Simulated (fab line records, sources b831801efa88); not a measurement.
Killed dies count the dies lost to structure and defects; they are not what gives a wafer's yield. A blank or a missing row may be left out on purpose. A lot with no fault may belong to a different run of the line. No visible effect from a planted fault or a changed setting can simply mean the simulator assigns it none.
Which tool is to blame? | flow sky130 | Sampling: 13 lots, 37 wafers, 4 of 708 route steps

WHAT THE GAUGES READ, wafer by wafer
SKY_CONTACT_CD_MEAS_14 targets a cd of 170 nm. Usual: 169.6 nm for cd nm, sd 1.6.
lot  | measured     | on        | cd nm (nm)        | flag
L442 | day 31 03:14 | cd sem-02 | 172.2 170.7 170.9 |
L443 | day 31 21:47 | cd sem-01 | 168.0 168.6 168.9 |
L444 | day 32 14:13 | cd sem-01 | 171.7 171.3 170.6 |
L445 | day 32 18:35 | cd sem-02 | 168.2 168.5 167.9 |
L453 | day 35 08:25 | cd sem-01 | 167.7 166.6       |
L455 | day 35 21:47 | cd sem-01 | 168.2 168.7       |
L456 | day 35 23:35 | cd sem-02 | 173.0 169.8 171.3 |
L458 | day 37 01:17 | cd sem-02 | 168.1 168.3 169.5 |
L459 | day 37 07:34 | cd sem-02 | 170.2 169.5 171.6 |
L462 | day 38 12:02 | cd sem-01 | 169.9 169.1 168.7 |
L463 | day 38 14:18 | cd sem-01 | 168.0 168.2 167.0 |
L464 | day 38 20:44 | cd sem-02 | 169.8 169.0 169.3 |
L465 | day 39 03:11 | cd sem-02 | 168.6 168.7 169.1 |

SKY_PAD_OPEN_BOW_MEAS_13. Usual: PAD_OPEN_BOW 46 um, standard deviation 9.
lot  | measured     | on            | PAD_OPEN_BOW (um) | flag
L442 | day 45 07:40 | film metro-02 | 46 42 37          |
L443 | day 45 23:50 | film metro-02 | 46 42 51          |
L444 | day 46 12:46 | film metro-03 | 32 42 34          |
L445 | day 46 16:11 | film metro-03 | 44 40 47          |
L453 | day 48 16:47 | film metro-01 | 37 41             |
L455 | day 48 22:44 | film metro-03 | 38 39             |
L456 | day 49 01:29 | film metro-02 | 44 52 50          |
L458 | day 49 17:56 | film metro-03 | 43 50 46          |
L459 | day 49 22:21 | film metro-02 | 62 56 58          |
L462 | day 50 19:00 | film metro-03 | 43 49 46          |
L463 | day 50 20:59 | film metro-03 | 64 40 53          |
L464 | day 51 01:13 | film metro-02 | 40 38 49          |
L465 | day 51 02:50 | film metro-01 | 43 54 59          |

TOOL THAT RAN EACH LOT (tool first, then ch and the chambers of the sampled wafers, then the start)
lot  | SKY_METAL3_ETCH_16                | SKY_VIA4_SOFTBAKE_07
L442 | rie metal-04 ch 1, day 38 02:53   | litho track-01 ch 0, day 41 20:10
L443 | rie metal-02 ch 0,1, day 38 19:07 | litho track-03 ch 0, day 42 14:22
L444 | rie metal-04 ch 0,1, day 39 10:25 | litho track-03 ch 0, day 43 03:56
L445 | rie metal-04 ch 0,1, day 39 15:48 | litho track-04 ch 0, day 43 07:44
L453 | rie metal-04 ch 0, day 41 23:52   | litho track-04 ch 0, day 45 13:13
L455 | rie metal-04 ch 0,1, day 42 11:16 | litho track-04 ch 0, day 45 21:26
L456 | rie metal-01 ch 0,1, day 42 14:22 | litho track-04 ch 0, day 46 00:53
L458 | rie metal-01 ch 0,1, day 43 13:02 | litho track-03 ch 0, day 46 19:52
L459 | rie metal-04 ch 0,1, day 43 16:52 | litho track-01 ch 0, day 46 23:37
L462 | rie metal-01 ch 0, day 44 19:45   | litho track-01 ch 0, day 48 00:31
L463 | rie metal-01 ch 0,1, day 44 21:21 | litho track-01 ch 0, day 48 04:06
L464 | rie metal-04 ch 0,1, day 45 03:28 | litho track-03 ch 0, day 48 09:49
L465 | rie metal-01 ch 0, day 45 06:23   | litho track-01 ch 0, day 48 10:42
- SKY_METAL3_ETCH_16: etches BARC in N2/H2, stops on SiO2, time 88.2 s, target depth 60 nm.
- SKY_VIA4_SOFTBAKE_07: time 60 s.

AS READ BY THE TOOLS THEMSELVES (means over the sampled wafers that have a number; for cases with no such wafer, the mark the record gives instead)
SKY_METAL3_ETCH_16. Usual: drypump motor current A 6.24 A, standard deviation 0.13; oes product au 0.625 a.u., standard deviation 0.0047; throttle valve pct 13.204 %, standard deviation 0.0084.
lot  | tool         | drypump motor current A (A) | oes product au (a.u.) | throttle valve pct (%) | flag
L442 | rie metal-04 | 6.33                        | 0.626                 | 13.206                 |
L443 | rie metal-02 | 6.19                        | 0.624                 | 13.204                 |
L444 | rie metal-04 | 6.27                        | 0.623                 | 13.205                 |
L445 | rie metal-04 | 6.26                        | 0.626                 | 13.195                 |
L453 | rie metal-04 | 6.10                        | 0.623                 | 13.201                 |
L455 | rie metal-04 | 6.22                        | 0.630                 | 13.214                 |
L456 | rie metal-01 | 6.29                        | 0.627                 | 13.213                 |
L458 | rie metal-01 | 6.29                        | 0.625                 | 13.202                 |
L459 | rie metal-04 | 6.27                        | 0.626                 | 13.203                 |
L462 | rie metal-01 | 6.29                        | 0.624                 | 13.206                 |
L463 | rie metal-01 | 6.29                        | 0.627                 | 13.208                 |
L464 | rie metal-04 | 6.18                        | 0.622                 | 13.202                 |
L465 | rie metal-01 | 6.28                        | 0.626                 | 13.194                 |

SKY_VIA4_SOFTBAKE_07. Usual: 89.19 s for run length s, sd 0.14.
lot  | tool           | run length s (s) | flag
L442 | litho track-01 | 89.47            |
L443 | litho track-03 | 89.19            |
L444 | litho track-03 | 89.08            |
L445 | litho track-04 | 89.02            |
L453 | litho track-04 | 90.19            | OFF
L455 | litho track-04 | 90.04            | OFF
L456 | litho track-04 | 90.34            | OFF
L458 | litho track-03 | 89.18            |
L459 | litho track-01 | 89.32            |
L462 | litho track-01 | 89.26            |
L463 | litho track-01 | 89.28            |
L464 | litho track-03 | 89.19            |
L465 | litho track-01 | 89.25            |

THE ANSWER, worked out from the rows above alone
Rule: a lot counts as off when the mean over its wafers that have a number is more than 3 standard deviations away from the usual mean. A lot without any number at a reading at which 4 lots or more have one is off too. Any other lot the step has rows for is counted as sound. First the gauges in route order, then the tools' own readings, where a lot's mean is used as printed above. At the first step where some lot is off, the reading lying furthest off is the one used; lots without a number count as furthest.
Off: L453, L455, L456 (SKY_VIA4_SOFTBAKE_07, run length s).
A tool fits if, at that step or a process step before it, it ran every lot that is off, and no sound lot after the first of them. One fits: SKY_VIA4_SOFTBAKE_07 on litho track-04. A fault onset in the window from L445 (day 43 07:44, its last sound lot) to L453 (day 45 13:13, its first lot off) fits.
The tool's own readings at SKY_VIA4_SOFTBAKE_07 bear it out: on the lots that are off they differ by more than 5 times the standard deviation of the sound lots' means. run length s reads 90.19 s there against 89.22 s on the sound lots.

WHAT THE SIMULATOR PUT IN
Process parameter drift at SKY_VIA4_SOFTBAKE_07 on litho track-04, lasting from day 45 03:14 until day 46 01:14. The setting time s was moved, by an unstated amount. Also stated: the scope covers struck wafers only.
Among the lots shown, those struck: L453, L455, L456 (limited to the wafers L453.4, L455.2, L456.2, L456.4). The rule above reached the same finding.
